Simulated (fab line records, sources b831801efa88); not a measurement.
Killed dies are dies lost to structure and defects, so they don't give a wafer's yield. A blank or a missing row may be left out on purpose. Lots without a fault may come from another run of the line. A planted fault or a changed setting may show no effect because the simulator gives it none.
Which tool did it? | flow sky130 | 24 lots, 72 wafers sampled, at 5 steps of a route of 708

WHAT THE GAUGES READ, wafer by wafer
SKY_METAL1_OVL_MEAS_16.
lot  | measured     | on         | METAL1_OVL (nm)
L074 | day 32 16:59 | overlay-02 | -3 -2 2
L075 | day 33 02:56 | overlay-01 | 2 3 -4
L076 | day 33 12:20 | overlay-01 | -2 6 -2
L077 | day 34 02:44 | overlay-01 | 8 0 -1
L078 | day 34 03:29 | overlay-02 | -1 10 2
L079 | day 34 13:46 | overlay-02 | 1 9 10
L080 | day 35 03:19 | overlay-01 | 2 1 5
L081 | day 35 07:56 | overlay-02 | 2 12 3
L082 | day 36 04:05 | overlay-02 | -4 3 2
L084 | day 37 03:29 | overlay-02 | 5 10 10
L083 | day 37 04:43 | overlay-02 | 0 -5 -9
L085 | day 37 08:08 | overlay-02 | 11 5 7
L087 | day 37 08:46 | overlay-01 | 6 6 5
L086 | day 37 10:13 | overlay-01 | 7 10 2
L088 | day 37 12:35 | overlay-01 | 2 3 4
L089 | day 37 19:04 | overlay-02 | 8 8 7
L090 | day 38 03:11 | overlay-02 | -4 -8 -8
L092 | day 38 11:22 | overlay-02 | -4 -1 2
L091 | day 38 13:11 | overlay-02 | 2 -5 -2
L093 | day 38 18:43 | overlay-01 | 6 1 7
L094 | day 39 00:38 | overlay-01 | 4 9 6
L095 | day 39 11:50 | overlay-01 | -3 1 -2
L096 | day 39 18:23 | overlay-02 | 7 11 4
L097 | day 40 15:16 | overlay-02 | 3 8 3

SKY_CAP2M_THK_MEAS_01.
lot  | measured     | on            | CAP2M_CVD_00_THK (nm)
L074 | day 39 16:05 | film_metro-03 | 15.33 15.64 15.35
L075 | day 40 00:54 | film_metro-01 | 15.20 15.33 15.72
L076 | day 40 07:42 | film_metro-01 | 15.49 15.65 15.49
L077 | day 40 23:15 | film_metro-03 | 15.47 15.28 15.40
L078 | day 40 23:50 | film_metro-01 | 15.27 15.54 15.43
L079 | day 41 08:11 | film_metro-01 | 15.51 15.37 15.47
L080 | day 41 21:21 | film_metro-03 | 15.14 15.71 15.45
L081 | day 42 02:24 | film_metro-01 | 15.12 15.25 15.44
L082 | day 42 18:07 | film_metro-01 | 15.55 15.32 15.44
L084 | day 43 16:55 | film_metro-04 | 15.40 15.07 15.28
L083 | day 43 17:22 | film_metro-03 | 15.29 15.84 15.87
L085 | day 43 20:34 | film_metro-03 | 15.38 15.82 15.69
L087 | day 43 20:48 | film_metro-03 | 15.12 15.45 15.52
L086 | day 43 23:22 | film_metro-03 | 15.50 15.61 15.70
L088 | day 44 00:40 | film_metro-04 | 15.42 16.00 15.73
L089 | day 44 07:25 | film_metro-04 | 15.71 15.78 15.60
L090 | day 44 12:31 | film_metro-01 | 15.05 15.17 15.43
L092 | day 44 19:55 | film_metro-04 | 15.48 15.47 15.62
L091 | day 44 23:43 | film_metro-01 | 15.09 15.47 15.49
L093 | day 45 04:01 | film_metro-04 | 15.44 15.33 15.69
L094 | day 45 08:04 | film_metro-04 | 15.22 15.52 15.36
L095 | day 45 16:02 | film_metro-01 | 14.90 15.47 15.34
L096 | day 45 23:47 | film_metro-04 | 15.19 15.63 15.57
L097 | day 46 15:56 | film_metro-04 | 15.42 15.07 15.56

WHICH TOOL RAN EACH LOT (tool, then ch and the chambers of the sampled wafers, then the start)
lot  | SKY_VIA3_CMP_02               | SKY_METAL4_SPUTTER_03        | SKY_METAL4_SPUTTER_04
L074 | cmp-02 ch 0,3, day 38 13:21   | pvd_sputter-03, day 39 15:59 | pvd_sputter-03, day 39 16:00
L075 | cmp-01 ch 0,2,3, day 38 22:07 | pvd_sputter-04, day 40 00:49 | pvd_sputter-04, day 40 00:50
L076 | cmp-02 ch 0,3, day 39 04:59   | pvd_sputter-03, day 40 07:36 | pvd_sputter-03, day 40 07:37
L077 | cmp-01 ch 0,2,3, day 39 20:19 | pvd_sputter-03, day 40 23:09 | pvd_sputter-03, day 40 23:10
L078 | cmp-02 ch 0,2,3, day 39 20:40 | pvd_sputter-04, day 40 23:45 | pvd_sputter-04, day 40 23:46
L079 | cmp-02 ch 1,2,3, day 40 05:35 | pvd_sputter-03, day 41 08:06 | pvd_sputter-03, day 41 08:07
L080 | cmp-01 ch 0,1,2, day 40 19:44 | pvd_sputter-04, day 41 21:14 | pvd_sputter-04, day 41 21:16
L081 | cmp-02 ch 1,2,3, day 41 00:31 | pvd_sputter-04, day 42 02:17 | pvd_sputter-04, day 42 02:19
L082 | cmp-02 ch 0,3, day 41 16:41   | pvd_sputter-03, day 42 18:02 | pvd_sputter-03, day 42 18:03
L084 | cmp-02 ch 0,2,3, day 42 15:13 | pvd_sputter-02, day 43 16:50 | pvd_sputter-02, day 43 16:50
L083 | cmp-01 ch 1,2,3, day 42 15:49 | pvd_sputter-04, day 43 17:17 | pvd_sputter-04, day 43 17:17
L085 | cmp-02 ch 0,1,2, day 42 19:13 | pvd_sputter-04, day 43 20:29 | pvd_sputter-04, day 43 20:29
L087 | cmp-01 ch 0,1,3, day 42 19:21 | pvd_sputter-03, day 43 20:43 | pvd_sputter-03, day 43 20:44
L086 | cmp-02 ch 2,3, day 42 21:39   | pvd_sputter-02, day 43 23:16 | pvd_sputter-02, day 43 23:16
L088 | cmp-01 ch 0,1,2, day 42 22:46 | pvd_sputter-03, day 44 00:34 | pvd_sputter-03, day 44 00:35
L089 | cmp-01 ch 1,2, day 43 05:34   | pvd_sputter-04, day 44 07:17 | pvd_sputter-04, day 44 07:18
L090 | cmp-01 ch 0,1,2, day 43 11:29 | pvd_sputter-02, day 44 12:25 | pvd_sputter-02, day 44 12:26
L092 | cmp-01 ch 1,2, day 43 20:29   | pvd_sputter-04, day 44 19:49 | pvd_sputter-04, day 44 19:50
L091 | cmp-02 ch 1,2, day 43 23:35   | pvd_sputter-02, day 44 23:38 | pvd_sputter-02, day 44 23:38
L093 | cmp-02 ch 1,2,3, day 44 04:28 | pvd_sputter-03, day 45 03:56 | pvd_sputter-03, day 45 03:56
L094 | cmp-01 ch 2,3, day 44 08:05   | pvd_sputter-02, day 45 07:58 | pvd_sputter-02, day 45 07:59
L095 | cmp-02 ch 0,1, day 44 16:31   | pvd_sputter-02, day 45 15:56 | pvd_sputter-02, day 45 15:57
L096 | cmp-01 ch 0,1, day 45 00:16   | pvd_sputter-02, day 45 23:41 | pvd_sputter-02, day 45 23:43
L097 | cmp-02 ch 0,2,3, day 45 17:24 | pvd_sputter-04, day 46 15:50 | pvd_sputter-04, day 46 15:52
- SKY_VIA3_CMP_02: polishes SiO2.
- SKY_METAL4_SPUTTER_03: material Ti, target thk 5 nm, time 3.3 s.
- SKY_METAL4_SPUTTER_04: material TiN, target thk 70 nm, time 58.3 s.

WHAT THE TOOLS THEMSELVES READ (means of the sampled wafers that have a number; where no wafer has one, the mark that the record gives instead)
SKY_VIA3_CMP_02.
lot  | tool   | motor_current_A (A)
L074 | cmp-02 | 13.5
L075 | cmp-01 | 11.6
L076 | cmp-02 | 13.5
L077 | cmp-01 | 12.0
L078 | cmp-02 | 12.7
L079 | cmp-02 | 11.6
L080 | cmp-01 | 12.4
L081 | cmp-02 | 11.9
L082 | cmp-02 | 13.7
L084 | cmp-02 | 12.7
L083 | cmp-01 | 12.1
L085 | cmp-02 | 12.0
L087 | cmp-01 | 12.1
L086 | cmp-02 | 11.9
L088 | cmp-01 | 12.1
L089 | cmp-01 | 12.2
L090 | cmp-01 | 12.4
L092 | cmp-01 | 12.5
L091 | cmp-02 | 11.0
L093 | cmp-02 | 11.3
L094 | cmp-01 | 12.2
L095 | cmp-02 | 12.3
L096 | cmp-01 | 12.2
L097 | cmp-02 | 12.7

SKY_METAL4_SPUTTER_03.
lot  | tool           | throttle_valve_pct (%)
L074 | pvd_sputter-03 | 30.6
L075 | pvd_sputter-04 | 30.2
L076 | pvd_sputter-03 | 30.3
L077 | pvd_sputter-03 | 30.4
L078 | pvd_sputter-04 | 30.4
L079 | pvd_sputter-03 | 30.4
L080 | pvd_sputter-04 | 29.6
L081 | pvd_sputter-04 | 29.2
L082 | pvd_sputter-03 | 30.8
L084 | pvd_sputter-02 | 29.6
L083 | pvd_sputter-04 | 29.7
L085 | pvd_sputter-04 | 29.7
L087 | pvd_sputter-03 | 30.7
L086 | pvd_sputter-02 | 29.1
L088 | pvd_sputter-03 | 30.4
L089 | pvd_sputter-04 | 30.4
L090 | pvd_sputter-02 | 29.1
L092 | pvd_sputter-04 | 29.7
L091 | pvd_sputter-02 | 29.4
L093 | pvd_sputter-03 | 30.4
L094 | pvd_sputter-02 | 29.1
L095 | pvd_sputter-02 | 29.8
L096 | pvd_sputter-02 | 29.8
L097 | pvd_sputter-04 | 30.0

SKY_METAL4_SPUTTER_04.
lot  | tool           | throttle_valve_pct (%)
L074 | pvd_sputter-03 | 30.7
L075 | pvd_sputter-04 | 30.3
L076 | pvd_sputter-03 | 30.1
L077 | pvd_sputter-03 | 30.5
L078 | pvd_sputter-04 | 30.2
L079 | pvd_sputter-03 | 30.2
L080 | pvd_sputter-04 | 29.7
L081 | pvd_sputter-04 | 29.3
L082 | pvd_sputter-03 | 30.6
L084 | pvd_sputter-02 | 29.8
L083 | pvd_sputter-04 | 29.7
L085 | pvd_sputter-04 | 29.7
L087 | pvd_sputter-03 | 30.7
L086 | pvd_sputter-02 | 29.3
L088 | pvd_sputter-03 | 30.3
L089 | pvd_sputter-04 | 30.3
L090 | pvd_sputter-02 | 29.2
L092 | pvd_sputter-04 | 29.7
L091 | pvd_sputter-02 | 29.2
L093 | pvd_sputter-03 | 30.2
L094 | pvd_sputter-02 | 29.0
L095 | pvd_sputter-02 | 29.8
L096 | pvd_sputter-02 | 29.7
L097 | pvd_sputter-04 | 29.8

THE ANSWER, worked out from the rows above alone
Rule: what is usual is taken from the lots themselves. Put in order of their means at a reading, lots are off if they are a third of the lots or fewer, leave a main group of 4 or more, and stand apart from it by a gap of 3 or more times the standard deviation of the main group's means; of several such gaps the widest counts. A main group whose means are all the same, to the digits that the tables above print for the reading, isn't used. A lot without any number at a reading at which 4 lots or more have one is off too. The other lots that the step has rows for count as sound. The gauges are gone through in route order, then the tools' own readings, and for those a lot's mean is taken as printed above. The first step at which some lot is off is used, and at that step the reading that is off furthest; a lot without a number counts as furthest.
No lot is off at any reading shown: from this, nothing can be told.

WHAT THE SIMULATOR HAD PUT IN
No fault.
